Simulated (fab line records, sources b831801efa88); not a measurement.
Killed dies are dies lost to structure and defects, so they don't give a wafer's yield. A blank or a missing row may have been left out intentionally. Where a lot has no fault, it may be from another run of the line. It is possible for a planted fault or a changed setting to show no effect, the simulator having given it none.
Comparing a struck lot with a sound one	flow sky130	45 steps out of a route of 708
Sound: these wafers, L464.3, L464.4, L464.5. Wafers L469.1, L469.2, L469.3 were the ones struck. At the end, the cause is stated.
Each step with rows lists, per side, the tool, then ch with its chambers, then its first start. Under that, the readings that differ: sound wafers	struck wafers	difference of the means	sigmas: that difference in standard deviations of wafers without a fault.
alike: readings with means less than 2 such deviations apart, plus words and numbers identical on both sides. not compared: withheld readings, readings lacking a value on some wafer, bounds such as >300 that could conceal the same value, and numbers that have no deviation in the record and whose values overlap.
Wherever a step has rows on one side only, a row that says differs or no value, or a row with sigmas, the two part there. Numbers that have no deviation but don't overlap get no sigmas and don't part them. A reading missing from all wafers of one side parts the sides only when that side holds two or more wafers.

first, 1 step without rows for these wafers: SKY_FIELD_ISO_CVD_24 (deposits SiO2, target thk 595 nm, time 99.2 s).
SKY_FIELD_ISO_THK_MEAS_25:
  sound on filmMetro-04 at day 4 15:34; struck on filmMetro-01 at day 5 18:43
  alike: FIELD_ISO_CVD_24_THK
then, 1 step without rows for these wafers: SKY_FIELD_ISO_ANNEAL_26 (time 1800 s).
SKY_FIELD_ISO_CMP_27: polishes, stops on Si3N4, t overpolish 16 s, target thk 457.8 nm.
  sound on cmp-01 ch 2,3, day 4 18:25; struck on cmp-01 ch 1,2,3, day 5 20:17
  alike: motorCurrentA, overpolishRunS, slurryFilterDpKPa, timeToEndpointS
then, 5 steps without rows for these wafers: SKY_FIELD_ISO_WET_ETCH_28 (etches SiO2 in dHF, target depth 23.7 nm, time 47 s); SKY_FIELD_ISO_WET_ETCH_29 (etches Si3N4 in H3PO4, target depth 160 nm, time 1825 s); SKY_FIELD_ISO_WET_ETCH_30 (etches SiO2 in dHF, target depth 25 nm, time 50 s); SKY_NWELL_CLEAN_00 (cleans in SC1/SC2, time 150 s); SKY_NWELL_OXIDATION_01 (stabilise 600 s, purge 300 s, target thk 10 nm).
SKY_NWELL_THK_MEAS_02:
  sound on filmMetro-03 at day 4 21:44; struck on filmMetro-02 at day 5 23:23
  alike: NWELL_OXIDATION_THK
then, 2 steps without rows for these wafers: SKY_DNWELL_DEHYDRATE_00 (time 60 s); SKY_DNWELL_HMDS_01 (prime time 60 s).
SKY_DNWELL_COAT_02: resist thk 3000 nm.
  sound on lithoTrack-04 ch 0, day 5 06:08; struck on lithoTrack-04, day 6 08:29
  no value came back on the struck wafers for chillPlateTempC (C), dispensePressureKPa (kPa); on the sound wafers chillPlateTempC (C) reads 22.90 22.97 22.82
then, 5 steps without rows for these wafers: SKY_DNWELL_SOFTBAKE_03; SKY_DNWELL_EXPOSE_04 (exposes mask DNM, target cd 3000 nm); SKY_DNWELL_PEB_05; SKY_DNWELL_DEVELOP_06 (develop time 60 s); SKY_DNWELL_IMPLANT_07.
SKY_DNWELL_STRIP_08: strips in O2/N2.
  sound on plasmaAsher-01 ch 0,1, day 5 15:23; struck on plasmaAsher-02 ch 0,1, day 6 17:53
  no value came back on the struck wafers for oesProductAu (a.u.), stripTimeToEndpointS (s); on the sound wafers oesProductAu (a.u.) reads 0.726 0.725 0.731
  alike: drypumpMotorCurrentA
  not compared: rfHoursCounterH
SKY_DNWELL_TW_MEAS_09:
  sound on filmMetro-04 at day 5 15:28; struck on filmMetro-02 at day 6 17:59
  alike: DNWELL_TW
then, 7 steps without rows for these wafers: SKY_PWDE_DEHYDRATE_00 (time 60 s); SKY_PWDE_HMDS_01 (prime time 60 s); SKY_PWDE_COAT_02 (resist thk 3000 nm); SKY_PWDE_SOFTBAKE_03; SKY_PWDE_EXPOSE_04 (exposes mask PWDEM, target cd 840 nm); SKY_PWDE_PEB_05; SKY_PWDE_DEVELOP_06 (develop time 60 s).
SKY_PWDE_OVL_MEAS_07:
  sound on overlay-02 at day 6 09:12; struck on overlay-01 at day 7 13:09
  alike: PWDE_OVL
following that, these wafers have no rows for 1 step: SKY_PWDE_IMPLANT_08.
SKY_PWDE_STRIP_09: strips in O2/N2.
  sound on plasmaAsher-04 ch 0,1, day 6 09:25; struck on plasmaAsher-03 ch 0,1, day 7 13:20
  alike: drypumpMotorCurrentA, oesProductAu, stripTimeToEndpointS
  not compared: rfHoursCounterH
SKY_PWDE_TW_MEAS_10:
  sound on filmMetro-04 at day 6 09:30; struck on filmMetro-04 at day 7 13:26
reading	sound	struck	difference	sigmas
PWDE_TW	380.2 380.1 379.8	1137.4 1125.3 1128.9	+750.5	+99 or more
then, 7 steps without rows for these wafers: SKY_NWELL_DEHYDRATE_03 (time 60 s); SKY_NWELL_HMDS_04 (prime time 60 s); SKY_NWELL_COAT_05 (resist thk 3000 nm); SKY_NWELL_SOFTBAKE_06; SKY_NWELL_EXPOSE_07 (exposes mask NWM, target cd 840 nm); SKY_NWELL_PEB_08; SKY_NWELL_DEVELOP_09 (develop time 60 s).
SKY_NWELL_OVL_MEAS_10:
  sound on overlay-02 at day 7 03:37; struck on overlay-01 at day 8 09:00
  alike: NWELL_00_OVL
then, 3 steps without rows for these wafers: SKY_NWELL_IMPLANT_11; SKY_NWELL_IMPLANT_12; SKY_NWELL_IMPLANT_13.
SKY_NWELL_TW_MEAS_15:
  sound on filmMetro-02 at day 7 04:12; struck on filmMetro-04 at day 8 09:35
reading	sound	struck	difference	sigmas
NWELL_TW	1821 1819 1825	1954 1962 1961	+137	+9
SKY_NWELL_TW_MEAS_26:
  sound on filmMetro-03 at day 7 23:56; struck on filmMetro-02 at day 9 06:19
reading	sound	struck	difference	sigmas
NWELL_2_TW	504 501 502	1134 1138 1139	+635	+99 or more
-- the record jumps here: 40 days lie between the struck wafers' starts before and after (it left off in module NWELL and takes up again in module PAD_OPEN, whose first step shown is number 708 of the route) --
SKY_PAD_OPEN_PROBE_99:
  sound on prober-02 at day 48 13:34; struck on prober-01 at day 49 10:53
reading	sound	struck	difference	sigmas
killedAtFrontEnd	14 18 13	407 419 403	+395	+81
killedDies	108 102 98	492 492 492	+389	+39
killedOnRim	24 16 21	96 96 96	+76	+20
  alike: killed_at_M0_to_M3, killed_at_M4_up, killedAtContacts, killedAtOther, killedOpen, killedShort

WHERE THEY PART
Earliest at SKY_DNWELL_COAT_02; latest, in this record, at SKY_PAD_OPEN_PROBE_99.

WHY: what the simulator had put in
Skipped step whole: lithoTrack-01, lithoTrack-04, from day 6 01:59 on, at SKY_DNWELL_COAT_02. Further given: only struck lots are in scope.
